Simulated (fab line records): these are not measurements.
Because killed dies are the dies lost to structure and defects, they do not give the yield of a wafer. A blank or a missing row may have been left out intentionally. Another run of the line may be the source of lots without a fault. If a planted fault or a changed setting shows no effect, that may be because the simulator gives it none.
fab line records + flow sky130
[record]
- lots = 14
- wafers = 42
- last_day = 50
route steps=708 shown CAPM@537 VIA3@573
lots that met no fault: taken from a fault-free run of the same line
start_h: the number of hours between the record's first day and the start of the first shown wafer of the lot + wait_h: time in hours since the lot's previous step + " the same as in the row above + L1.1+2: one row covering several wafers at once + - no value, or no start given + * or withheld: withheld + < > ~ a bound
route shown NAME@n: a module of which the file shows steps, and the number in the route of the first + usual: mean and standard deviation over wafers with no fault + same: alike in all rows + chamber/n: place in a boat + sites: each site's reading + _std_site: standard deviation of those values + _edge_site: inner sites' mean taken away from outer sites' mean + radius_mm: how far each site lies from the wafer's centre + mask NAME#n: copy n + behind: tool/chamber where the wafer was last shaped + hold: reason for holding the lot/hours on hold/outcome of the hold + device: transistor that didn't switch, given as n, p or np + end of line: at the end of the route, the tests of the same wafers + step lacking rows: just its recipe + killed: dies lost to structure and defects at the first sort, not the wafer's yield + map: a wafer's dies, marking killed ones x, the rest . and places with no die _
set.NAME: the setting the step ran with; set.NAME@STEP: the setting that earlier step ran with + model.NAME: the simulator's own value behind a step, which no gauge read
route steps across a sampled set of lots; one table per step, one row per wafer
services: the hour from which a tool's chamber was out of use, counted from the record's first day as start_h (under 0 if before that day), plus the number of hours and why
[[steps]]
[step SKY_CAPM_CVD_00]
[recipe]
- material = SiO2
- target_thk_nm = 15.5
- temp_c = 400
- time_s = withheld
- rf_w = 450
[usual]
- heater_power_w = 771/93
- rf_fwd_power_W = 441.0/2
| lot.wafer | tool     | chamber | start_h | wait_h | heater_power_w | rf_fwd_power_W |
|-----------|----------|---------|---------|--------|----------------|----------------|
| L929.1    | pecvd-04 | 0       | 844.78  | 0.0    | 759            | 440.1          |
| L929.5    | "        | 1       | "       | "      | 887            | 442.0          |
| L929.6    | "        | 0       | "       | "      | 750            | 441.4          |
| L930.2    | pecvd-03 | 1       | 851.89  | 0.0    | 739            | 438.9          |
| L930.3    | "        | 2       | "       | "      | 907            | 444.1          |
| L930.6    | "        | 2       | "       | "      | 937            | 442.5          |
| L931.3    | pecvd-03 | 1       | 862.59  | 0.0    | 705            | 438.2          |
| L931.4    | "        | 0       | "       | "      | 722            | 439.1          |
| L931.6    | "        | 2       | "       | "      | 876            | 447.2          |
| L932.3    | pecvd-04 | 2       | 868.64  | 0.0    | 890            | 439.9          |
| L932.4    | "        | 0       | "       | "      | 719            | 442.5          |
| L932.5    | "        | 1       | "       | "      | 912            | 442.9          |
| L943.1    | pecvd-04 | 2       | 943.94  | 0.0    | 868            | 440.4          |
| L943.2    | "        | 1       | "       | "      | 870            | 442.1          |
| L943.3    | "        | 0       | "       | "      | 711            | 439.5          |
| L944.1    | pecvd-03 | 1       | 951.64  | 0.0    | 779            | 438.7          |
| L944.3    | "        | 2       | "       | "      | 823            | 443.8          |
| L944.5    | "        | 0       | "       | "      | 755            | 440.1          |
| L945.1    | pecvd-03 | 0       | 985.94  | 0.0    | 687            | 441.8          |
| L945.2    | "        | 1       | "       | "      | 775            | 438.5          |
| L945.3    | "        | 2       | "       | "      | 755            | 443.6          |
| L947.4    | pecvd-02 | 2       | 987.89  | 0.0    | 621            | 437.7          |
| L947.5    | "        | 0       | "       | "      | 735            | 442.0          |
| L947.6    | "        | 1       | "       | "      | 813            | 442.3          |
| L946.1    | pecvd-04 | 1       | 989.43  | 0.0    | 833            | 441.6          |
| L946.2    | "        | 0       | "       | "      | 792            | 442.8          |
| L946.5    | "        | 1       | "       | "      | 888            | 441.8          |
| L948.2    | pecvd-02 | 1       | 989.43  | 0.0    | 806            | 441.3          |
| L948.5    | "        | 1       | "       | "      | 834            | 443.0          |
| L948.6    | "        | 2       | "       | "      | 628            | 442.2          |
| L949.1    | pecvd-04 | 2       | 992.67  | 0.0    | 916            | 439.9          |
| L949.4    | "        | 1       | "       | "      | 931            | 440.5          |
| L949.5    | "        | 2       | "       | "      | 884            | 439.4          |
| L950.3    | pecvd-02 | 2       | 996.85  | 0.0    | 624            | 441.1          |
| L950.4    | "        | 2       | "       | "      | 607            | 438.1          |
| L950.6    | "        | 0       | "       | "      | 731            | 439.5          |
| L951.4    | pecvd-04 | 2       | 1001.58 | 0.0    | 873            | 442.3          |
| L951.5    | "        | 0       | "       | "      | 700            | 440.8          |
| L951.6    | "        | 2       | "       | "      | 911            | 441.1          |
| L952.2    | pecvd-04 | 0       | 1007.23 | 0.0    | 801            | 439.6          |
| L952.3    | "        | 0       | "       | "      | 778            | 441.0          |
| L952.4    | "        | 0       | "       | "      | 767            | 441.0          |
[step SKY_CAPM_RS_MEAS_03]
[recipe]
- thk_meas_gauge = four-point-probe
- reads = TiN_of_CAPM_SPUTTER_02
[usual]
- CAPM_TIN_RS = 6.88/0.089
| lot.wafer | tool          | chamber | start_h | wait_h | CAPM_TIN_RS[ohm/sq] |
|-----------|---------------|---------|---------|--------|---------------------|
| L929.1    | film_metro-04 | -       | 844.97  | 0.1    | 6.92                |
| L929.5    | "             | -       | "       | "      | 6.83                |
| L929.6    | "             | -       | "       | "      | 6.83                |
| L930.2    | film_metro-01 | -       | 852.10  | 0.1    | 6.89                |
| L930.3    | "             | -       | "       | "      | 6.88                |
| L930.6    | "             | -       | "       | "      | 6.95                |
| L931.3    | film_metro-03 | -       | 862.82  | 0.1    | 6.87                |
| L931.4    | "             | -       | "       | "      | 6.72                |
| L931.6    | "             | -       | "       | "      | 6.88                |
| L932.3    | film_metro-03 | -       | 868.88  | 0.1    | 6.91                |
| L932.4    | "             | -       | "       | "      | 6.82                |
| L932.5    | "             | -       | "       | "      | 6.86                |
| L943.1    | film_metro-01 | -       | 944.13  | 0.1    | 7.00                |
| L943.2    | "             | -       | "       | "      | 7.03                |
| L943.3    | "             | -       | "       | "      | 7.12                |
| L944.1    | film_metro-04 | -       | 951.83  | 0.1    | 6.83                |
| L944.3    | "             | -       | "       | "      | 6.73                |
| L944.5    | "             | -       | "       | "      | 6.72                |
| L945.1    | film_metro-03 | -       | 986.14  | 0.1    | 6.72                |
| L945.2    | "             | -       | "       | "      | 6.78                |
| L945.3    | "             | -       | "       | "      | 6.84                |
| L947.4    | film_metro-04 | -       | 988.13  | 0.1    | 6.74                |
| L947.5    | "             | -       | "       | "      | 6.88                |
| L947.6    | "             | -       | "       | "      | 6.76                |
| L946.1    | film_metro-01 | -       | 989.62  | 0.1    | 6.74                |
| L946.2    | "             | -       | "       | "      | 6.85                |
| L946.5    | "             | -       | "       | "      | 6.85                |
| L948.2    | film_metro-03 | -       | 989.64  | 0.1    | 6.84                |
| L948.5    | "             | -       | "       | "      | 6.92                |
| L948.6    | "             | -       | "       | "      | 6.95                |
| L949.1    | film_metro-03 | -       | 992.86  | 0.1    | 6.75                |
| L949.4    | "             | -       | "       | "      | 6.75                |
| L949.5    | "             | -       | "       | "      | 6.77                |
| L950.3    | film_metro-03 | -       | 997.08  | 0.1    | 6.89                |
| L950.4    | "             | -       | "       | "      | 6.81                |
| L950.6    | "             | -       | "       | "      | 6.85                |
| L951.4    | film_metro-03 | -       | 1001.83 | 0.1    | 6.79                |
| L951.5    | "             | -       | "       | "      | 6.76                |
| L951.6    | "             | -       | "       | "      | 6.92                |
| L952.2    | film_metro-01 | -       | 1007.47 | 0.1    | 6.91                |
| L952.3    | "             | -       | "       | "      | 6.88                |
| L952.4    | "             | -       | "       | "      | 6.92                |
[step SKY_VIA3_HDPCVD_00]
[recipe]
- material = SiO2
- target_thk_nm = 1635
- sigma_open_frac = 0.3
- time_s = 272.5
- temp_c = 400
- sih4_flow_sccm = 60
- pressure_mtorr = 6
| lot.wafer  | tool      | chamber | start_h | wait_h |
|------------|-----------|---------|---------|--------|
| L929.1+5+6 | hdpcvd-01 | 1,2,0   | 899.19  | 0.0    |
| L930.2+3+6 | hdpcvd-01 | 0,1,2   | 905.73  | 0.0    |
| L931.3+4+6 | hdpcvd-02 | 0,0,1   | 915.03  | 0.0    |
| L931.3+4+6 | hdpcvd-02 | 0,0,1   | 915.37  | 0.3    |
| L932.3+4+5 | hdpcvd-02 | 2,1,0   | 921.20  | 0.0    |
| L932.3+4+5 | hdpcvd-02 | 2,1,0   | 921.53  | 0.3    |
| L943.1+2+3 | hdpcvd-01 | 1,2,0   | 994.28  | 0.0    |
| L944.1+3+5 | hdpcvd-01 | 2,0,1   | 1000.05 | 0.0    |
| L945.1+2+3 | hdpcvd-01 | 0,2,1   | 1033.68 | 0.0    |
| L947.4+5+6 | hdpcvd-02 | 2,1,0   | 1035.18 | 0.1    |
| L946.1+2+5 | hdpcvd-02 | 2,0,2   | 1036.10 | 0.0    |
| L948.2+5+6 | hdpcvd-01 | 1,2,1   | 1036.24 | 0.0    |
| L949.1+4+5 | hdpcvd-01 | 0,0,2   | 1039.79 | 0.0    |
| L950.3+4+6 | hdpcvd-01 | 0,2,0   | 1044.33 | 0.0    |
| L951.4+5+6 | hdpcvd-01 | 2,1,0   | 1047.93 | 0.1    |
| L952.2+3+4 | hdpcvd-02 | 1,2,2   | 1054.42 | 0.0    |
[step SKY_VIA3_THK_MEAS_01]
[recipe]
- reads = SiO2_of_VIA3_HDPCVD_00
[usual]
- VIA3_HDPCVD_THK = 1634/17
| lot.wafer | tool          | chamber | start_h | wait_h | VIA3_HDPCVD_THK[nm] |
|-----------|---------------|---------|---------|--------|---------------------|
| L929.1    | film_metro-01 | -       | 899.36  | 0.1    | 1622                |
| L929.5    | "             | -       | "       | "      | 1633                |
| L929.6    | "             | -       | "       | "      | 1625                |
| L930.2    | film_metro-02 | -       | 905.91  | 0.1    | 1646                |
| L930.3    | "             | -       | "       | "      | 1641                |
| L930.6    | "             | -       | "       | "      | 1658                |
| L931.3    | film_metro-02 | -       | 915.61  | 0.2    | 3259                |
| L931.4    | "             | -       | "       | "      | 3279                |
| L931.6    | "             | -       | "       | "      | 3265                |
| L931.3    | film_metro-02 | -       | 915.92  | 0.3    | 3258                |
| L931.4    | "             | -       | "       | "      | 3279                |
| L931.6    | "             | -       | "       | "      | 3266                |
| L932.3    | film_metro-01 | -       | 921.72  | 0.1    | 3280                |
| L932.4    | "             | -       | "       | "      | 3241                |
| L932.5    | "             | -       | "       | "      | 3240                |
| L932.3    | film_metro-01 | -       | 921.95  | 0.2    | 3278                |
| L932.4    | "             | -       | "       | "      | 3243                |
| L932.5    | "             | -       | "       | "      | 3244                |
| L943.1    | film_metro-04 | -       | 994.45  | 0.1    | 1602                |
| L943.2    | "             | -       | "       | "      | 1627                |
| L943.3    | "             | -       | "       | "      | 1626                |
| L944.1    | film_metro-01 | -       | 1000.21 | 0.1    | 1632                |
| L944.3    | "             | -       | "       | "      | 1627                |
| L944.5    | "             | -       | "       | "      | 1629                |
| L945.1    | film_metro-01 | -       | 1033.84 | 0.1    | 1625                |
| L945.2    | "             | -       | "       | "      | 1624                |
| L945.3    | "             | -       | "       | "      | 1628                |
| L947.4    | film_metro-01 | -       | 1035.30 | 0.0    | 1644                |
| L947.5    | "             | -       | "       | "      | 1646                |
| L947.6    | "             | -       | "       | "      | 1629                |
| L946.1    | film_metro-01 | -       | 1036.27 | 0.1    | 1650                |
| L946.2    | "             | -       | "       | "      | 1652                |
| L946.5    | "             | -       | "       | "      | 1663                |
| L948.2    | film_metro-02 | -       | 1036.42 | 0.1    | 1641                |
| L948.5    | "             | -       | "       | "      | 1631                |
| L948.6    | "             | -       | "       | "      | 1638                |
| L949.1    | film_metro-04 | -       | 1039.95 | 0.1    | 1609                |
| L949.4    | "             | -       | "       | "      | 1642                |
| L949.5    | "             | -       | "       | "      | 1633                |
| L950.3    | film_metro-04 | -       | 1044.52 | 0.1    | 1611                |
| L950.4    | "             | -       | "       | "      | 1649                |
| L950.6    | "             | -       | "       | "      | 1645                |
| L951.4    | film_metro-02 | -       | 1048.04 | 0.0    | 1626                |
| L951.5    | "             | -       | "       | "      | 1625                |
| L951.6    | "             | -       | "       | "      | 1626                |
| L952.2    | film_metro-02 | -       | 1054.60 | 0.1    | 1669                |
| L952.3    | "             | -       | "       | "      | 1658                |
| L952.4    | "             | -       | "       | "      | 1660                |
[step SKY_VIA3_CD_MEAS_12]
[recipe]
- target_cd_nm = 200
[usual]
- cd_nm = 200.7/1.2
| lot.wafer | tool      | chamber | start_h | wait_h | cd_nm |
|-----------|-----------|---------|---------|--------|-------|
| L929.1    | cd_sem-02 | -       | 924.55  | -      | 201.9 |
| L929.5    | "         | -       | "       | "      | 202.7 |
| L929.6    | "         | -       | "       | "      | 202.1 |
| L930.2    | cd_sem-02 | -       | 930.39  | -      | 201.1 |
| L930.3    | "         | -       | "       | "      | 201.0 |
| L930.6    | "         | -       | "       | "      | 200.9 |
| L943.1    | cd_sem-01 | -       | 1017.21 | -      | 200.1 |
| L943.2    | "         | -       | "       | "      | 200.0 |
| L943.3    | "         | -       | "       | "      | 200.5 |
| L944.1    | cd_sem-01 | -       | 1023.31 | -      | 200.5 |
| L944.3    | "         | -       | "       | "      | 199.7 |
| L944.5    | "         | -       | "       | "      | 200.6 |
| L945.1    | cd_sem-02 | -       | 1056.80 | -      | 201.0 |
| L945.2    | "         | -       | "       | "      | 201.6 |
| L945.3    | "         | -       | "       | "      | 202.4 |
| L947.4    | cd_sem-02 | -       | 1057.90 | -      | 201.5 |
| L947.5    | "         | -       | "       | "      | 201.3 |
| L947.6    | "         | -       | "       | "      | 201.4 |
| L946.1    | cd_sem-02 | -       | 1058.49 | -      | 200.8 |
| L946.2    | "         | -       | "       | "      | 200.1 |
| L946.5    | "         | -       | "       | "      | 199.9 |
| L948.2    | cd_sem-02 | -       | 1059.09 | -      | 203.3 |
| L948.5    | "         | -       | "       | "      | 202.9 |
| L948.6    | "         | -       | "       | "      | 201.7 |
| L949.1    | cd_sem-02 | -       | 1061.57 | -      | 202.3 |
| L949.4    | "         | -       | "       | "      | 201.3 |
| L949.5    | "         | -       | "       | "      | 201.9 |
| L950.3    | cd_sem-02 | -       | 1067.33 | -      | 199.8 |
| L950.4    | "         | -       | "       | "      | 199.6 |
| L950.6    | "         | -       | "       | "      | 201.8 |
| L951.4    | cd_sem-02 | -       | 1070.13 | -      | 199.4 |
| L951.5    | "         | -       | "       | "      | 200.2 |
| L951.6    | "         | -       | "       | "      | 200.7 |
| L952.2    | cd_sem-02 | -       | 1076.07 | -      | 201.1 |
| L952.3    | "         | -       | "       | "      | 201.3 |
| L952.4    | "         | -       | "       | "      | 201.6 |
[[services]]
| tool      | chamber | start_h | hours | kind                          |
|-----------|---------|---------|-------|-------------------------------|
| hdpcvd-02 | 2       | 824.02  | 22.3  | repair                        |
| pecvd-02  | 1       | 852.88  | 5.2   | repair                        |
| hdpcvd-01 | -       | 854.52  | 6.0   | pm                            |
| hdpcvd-02 | 2       | 855.24  | 7.6   | repair                        |
| hdpcvd-02 | -       | 915.69  | 5.4   | repair                        |
| pecvd-02  | 2       | 922.37  | 5.7   | repair                        |
| pecvd-04  | -       | 925.31  | 1.6   | repair                        |
| pecvd-02  | 1       | 936.53  | 8.8   | repair                        |
| hdpcvd-02 | 2       | 947.76  | 8.7   | repair                        |
| hdpcvd-02 | -       | 950.25  | 15.0  | pm                            |
| hdpcvd-02 | 0       | 950.25  | 15.0  | vent_cycle                    |
| hdpcvd-02 | 1       | 950.25  | 15.0  | vent_cycle                    |
| hdpcvd-02 | 2       | 950.25  | 15.0  | vent_cycle                    |
| hdpcvd-02 | 0       | 965.25  | -     | clean                         |
| hdpcvd-02 | 1       | 965.25  | -     | clean                         |
| hdpcvd-02 | 2       | 965.25  | -     | clean                         |
| hdpcvd-01 | 2       | 970.83  | 13.7  | repair                        |
| hdpcvd-01 | 0       | 974.26  | 5.0   | repair                        |
| pecvd-04  | 1       | 999.38  | -     | clean                         |
| pecvd-04  | 1       | 999.38  | -     | consumable_replace:showerhead |
| pecvd-04  | 1       | 999.38  | 29.0  | scheduled_down                |
| pecvd-04  | 1       | 999.38  | 29.0  | vent_cycle                    |
| pecvd-03  | 0       | 1040.67 | 20.7  | repair                        |
| hdpcvd-02 | -       | 1041.37 | 0.5   | repair                        |
[[key]]
[first_sign]
- step = SKY_VIA3_HDPCVD_00
- reading = visit
- direction = added
[effect]
- step = SKY_VIA3_THK_MEAS_01
- reading = visit
- direction = added
[effect]
- step = SKY_VIA3_THK_MEAS_01
- reading = VIA3_HDPCVD_THK
- direction = up
- sigmas = 95
- usual = 1634
- struck = 3261
met_at SKY_VIA3_HDPCVD_00
struck_lots L931,L932
scrapped_behind SKY_VIA3_THK_MEAS_01 L931.3,L931.4,L931.6,L932.3,L932.4,L932.5
not_acting_at SKY_CAPM_CVD_00,SKY_CAPM_RS_MEAS_03,SKY_VIA3_CD_MEAS_12
[fault]
- kind = repeated_step_whole
- tool = hdpcvd-01,hdpcvd-02
- chamber = -
- onset_h = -
- steps = SKY_VIA3_HDPCVD_00
- times = 1
- scope = struck_lots_only
